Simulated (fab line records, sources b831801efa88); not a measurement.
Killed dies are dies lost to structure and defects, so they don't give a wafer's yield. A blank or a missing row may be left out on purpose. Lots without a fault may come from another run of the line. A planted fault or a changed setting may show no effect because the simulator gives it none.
A struck lot beside a sound one | flow sfq_line | 26 steps out of a route of 325
Sound: wafers L400.1, L400.3, L400.5. Struck: wafer L406.4. (L406.2, L406.5 of the same lot were not struck and are left out.) The cause comes at the end.
At each step with rows: each side's tool, then ch and its chambers, then its first start. Under that, the readings that differ: sound wafers | struck wafers | difference of the means | sigmas: that difference in standard deviations of wafers without a fault.
alike: readings whose means differ by less than 2 such deviations, and words and numbers that are the same on both sides. not compared: withheld readings, readings that some wafer has no value for, bounds like >300 that may hide the same value, and numbers for which the record gives no deviation and whose values overlap.
The two part at a step that has a row with sigmas, a row that says differs or no value, or rows on one side only. Numbers that don't overlap but have no deviation are shown without sigmas and don't part them. A reading that every wafer of one side lacks parts them only if that side has two wafers or more.

SFQ_L0_RS_MEAS_901: measures by four-point-probe.
  sound on film_metro-01, day 2 13:34; struck on film_metro-01, day 3 19:35
  alike: L0_MONX_KI_RS
SFQ_L0_THK_MEAS_902: measures by xrf.
  sound on film_metro-01, day 2 13:41; struck on film_metro-01, day 3 19:41
  alike: L0_MONX_KI_THK
then, 6 steps without rows for these wafers: SFQ_TRILAYER_L0_LITHO_COAT_010 (resist thk 62 nm); SFQ_TRILAYER_L0_LITHO_COAT_005 (resist thk 600 nm); SFQ_TRILAYER_L0_LITHO_SOFTBAKE_009; SFQ_TRILAYER_L0_LITHO_EXPOSE_006 (exposes mask L0, target cd 2000 nm); SFQ_TRILAYER_L0_LITHO_PEB_008 (peb time 60 s); SFQ_TRILAYER_L0_LITHO_DEVELOP_007 (time 60 s).
-- the record jumps here: 3 days lie between the struck wafers' starts before and after --
SFQ_TRILAYER_L0_BARC_OPEN_METAL_ETCH_010: etches BARC in O2, target depth 125 nm, time 41.7 s.
  sound on rie_metal-03 ch 0,1, day 5 17:11; struck on rie_metal-04 ch 0, day 7 00:24
  alike: drypump_motor_current_A, oes_product_au, rf_fwd_power_W
  not compared: rf_hours_counter_h
SFQ_TRILAYER_L0_ETCH_METAL_ETCH_008: etches MoNx KI in SF6/O2, stops on SiO2, target depth 50 nm, time 25 s.
  sound on rie_metal-03 ch 0,1, day 5 17:14; struck on rie_metal-04 ch 0, day 7 00:28
  reading            | sound       | struck | difference | sigmas
  rf_fwd_power_W (W) | 591 588 595 | 584    | -7         | -2
  alike: drypump_motor_current_A, oes_product_au
  not compared: rf_hours_counter_h
then, 2 steps without rows for these wafers: SFQ_TRILAYER_L0_STRIP_STRIP_009 (strips in O2); SFQ_TRILAYER_L0_STRIP_SOLV_CLEAN_010 (cleans in NMP, time 600 s).
SFQ_TRILAYER_L0_CAP_PECVD_011: deposits SiO2 from SiH4/N2O, time 13.333 s, target thk 60 nm.
  sound on pecvd-02 ch 0,1,2, day 5 18:04; struck on pecvd-02 ch 1, day 7 01:17
  reading                                             | sound             | struck | difference | sigmas
  model.SiO2_of_TRILAYER_L0_CAP_PECVD_011.thk_nm (nm) | 58.95 59.99 61.35 | 43.95  | -16.15     |
  alike: heater_power_w, throttle_valve_pct
  not compared: rf_fwd_power_W
then, 6 steps without rows for these wafers: SFQ_TRILAYER_L0_VIA_LITHO_COAT_018 (resist thk 62 nm); SFQ_TRILAYER_L0_VIA_LITHO_COAT_013 (resist thk 650 nm); SFQ_TRILAYER_L0_VIA_LITHO_SOFTBAKE_017; SFQ_TRILAYER_L0_VIA_LITHO_EXPOSE_014 (exposes mask L0V, target cd 700 nm); SFQ_TRILAYER_L0_VIA_LITHO_PEB_016 (peb time 60 s); SFQ_TRILAYER_L0_VIA_LITHO_DEVELOP_015 (time 60 s).
-- the record jumps here: 3 days lie between the struck wafers' starts before and after --
SFQ_L0V_OVL_MEAS_903:
  sound on overlay-02, day 9 05:07; struck on overlay-02, day 10 11:08
  alike: L0V_OVL
SFQ_TRILAYER_L0_VIA_BARC_OPEN_VIA_ETCH_021: etches BARC in O2, target depth 125 nm, time 41.7 s.
  sound on rie_diel-04 ch 1,2,3, day 9 05:10; struck on rie_diel-04 ch 0, day 10 11:10
  alike: drypump_motor_current_A, oes_product_au, rf_fwd_power_W
  not compared: rf_hours_counter_h
SFQ_TRILAYER_L0_VIA_ETCH_VIA_ETCH_016: etches SiO2 in CHF3, stops on MoNx KI, target depth 80 nm.
  sound on rie_diel-04 ch 1,2,3, day 9 05:12; struck on rie_diel-04 ch 0, day 10 11:12
  reading                         | sound             | struck | difference | sigmas
  oes_product_au (a.u.)           | 0.823 0.844 0.855 | 0.719  | -0.122     | -17
  model.L0V.feature_depth_nm (nm) | 58.95 59.99 61.35 | 43.95  | -16.15     |
  model.etch.depth_nm (nm)        | 58.95 59.99 61.35 | 43.95  | -16.15     |
  alike: drypump_motor_current_A, rf_fwd_power_W
SFQ_TRILAYER_L0_VIA_STRIP_STRIP_017: strips in O2.
  sound on rie_metal-01 ch 0, day 9 05:14; struck on rie_metal-03 ch 0, day 10 11:14
  alike: drypump_motor_current_A, oes_product_au
  not compared: rf_hours_counter_h
then, 1 step without rows for these wafers: SFQ_TRILAYER_L0_VIA_STRIP_SOLV_CLEAN_018 (cleans in NMP, time 600 s).
SFQ_TRILAYER_M0_DEP_PRE_CLEAN_020: time 15 s.
  sound on pvd_sputter-06, day 9 06:37; struck on pvd_sputter-06, day 10 12:01
  reading                                             | sound             | struck | difference | sigmas
  model.SiO2_of_TRILAYER_L0_CAP_PECVD_011.thk_nm (nm) | 53.95 54.99 56.35 | 38.95  | -16.15     |
SFQ_TRILAYER_M0_DEP_SPUTTER_019: material Nb, target thk 200 nm, time 133.3 s.
  sound on pvd_sputter-06, day 9 06:38; struck on pvd_sputter-06, day 10 12:02
  reading                | sound                | struck | difference | sigmas
  cathode_dc_power_W (W) | 2000.8 1999.9 2000.6 | 1999.5 | -0.9       | -2
  alike: throttle_valve_pct

WHERE THEY PART
First at SFQ_TRILAYER_L0_ETCH_METAL_ETCH_008; last, within this record, at SFQ_TRILAYER_M0_DEP_SPUTTER_019.

WHY: what the simulator had put in
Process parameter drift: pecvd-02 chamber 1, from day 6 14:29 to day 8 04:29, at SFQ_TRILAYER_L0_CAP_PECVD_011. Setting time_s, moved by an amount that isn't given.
